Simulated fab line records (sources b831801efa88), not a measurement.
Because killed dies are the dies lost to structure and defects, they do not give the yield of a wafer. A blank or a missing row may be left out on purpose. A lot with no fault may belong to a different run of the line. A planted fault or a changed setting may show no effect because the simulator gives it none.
A lot that was struck, set against a sound lot    flow gf180mcu    15 out of 602 route steps
Sound: the wafers L209.2, L209.4, L209.6. Wafers struck: L199.2, L199.3, L199.6. The cause comes at the end.
Per side, at each step with rows, come the tool, then ch with its chambers, and then its first start. Under that, the readings that differ: sound wafers    struck wafers    difference of the means    sigmas: that difference in standard deviations of wafers without a fault.
alike: a reading whose means differ by less than 2 such deviations, as well as words and numbers matching on both sides. not compared: withheld readings; readings where some wafer has no value; bounds like >300 that might hide an equal value; numbers whose values overlap and for which the record gives no deviation.
Wherever a step has rows on one side only, a row that says differs or no value, or a row with sigmas, the two part there. Numbers that don't overlap but have no deviation are shown without sigmas and don't part them. A reading that every wafer of one side lacks parts them only if that side has two wafers or more.

first, 5 steps without rows for these wafers: GF_V2_COAT_09 (resist thk 1000 nm); GF_V2_SOFTBAKE_10 (time 60 s); GF_V2_EXPOSE_11 (exposes mask Via2, target cd 260 nm); GF_V2_PEB_12 (peb time 90 s); GF_V2_DEVELOP_13 (develop time 60 s).
GF_V2_CD_MEAS_14: target cd 260 nm.
  struck on cdSem-02, day 22 20:55; sound on cdSem-01, day 26 00:24
  alike: cdNm
GF_V2_OVL_MEAS_15:
  struck on overlay-01, day 22 21:01; sound on overlay-01, day 26 00:31
reading      sound   struck    difference  sigmas
V2_OVL (nm)  3 6 10  1 -4 -13  -12         -2
GF_V2_ETCH_16: etches BARC in N2/H2.
  sound on rieDiel-01 ch 1,2, day 26 00:32; struck on rieDiel-02 ch 1,3, day 22 21:03
  alike: drypumpMotorCurrentA, oesProductAu, throttleValvePct
GF_V2_ETCH_17: etches SiO2 in C4F8/O2/Ar, stops on TiN, target depth 630 nm.
  sound: rieDiel-01 ch 1,2; struck: rieDiel-02 ch 1,3
  alike: oesProductAu
GF_V2_STRIP_18: strips in O2/N2.
  sound on plasmaAsher-02 ch 0,1, day 26 00:40; struck on plasmaAsher-04 ch 1, day 22 21:11
  alike: drypumpMotorCurrentA, heaterPowerW, oesProductAu
  not compared: rfHoursCounterH
then, 2 steps without rows for these wafers: GF_V2_STRIP_19 (strips in post etch residue remover, time 1200 s); GF_V2_CLEAN_20 (cleans in DIW).
GF_V2_SPUTTER_21: material Ti, target thk 15 nm, time 80.02 s.
  struck on pvdSputter-04, day 22 21:45; sound on pvdSputter-01, day 26 01:14
reading                               sound              struck             difference  sigmas
chamberPressurePa (Pa)                5.013 5.004 5.008  4.449 4.448 4.447  -0.560      -58
model.Ti_of_V2_SPUTTER_21.thkNm (nm)  15.2 15.14 15.13   17.32 17.01 17.13  +2.00       
  alike: throttleValvePct
GF_V2_SPUTTER_22: material TiN, target thk 10 nm, time 40 s.
  struck on pvdSputter-04, day 22 21:49; sound on pvdSputter-01, day 26 01:17
  alike: chamberPressurePa, throttleValvePct
then, 1 step without rows for these wafers: GF_PASSIVATION_PROBE_99.

WHERE THEY PART
First at GF_V2_OVL_MEAS_15; last, within this record, at GF_V2_SPUTTER_21. Later steps at which nothing parts them and some readings are alike: GF_V2_SPUTTER_22.

WHY: the cause the simulator had injected
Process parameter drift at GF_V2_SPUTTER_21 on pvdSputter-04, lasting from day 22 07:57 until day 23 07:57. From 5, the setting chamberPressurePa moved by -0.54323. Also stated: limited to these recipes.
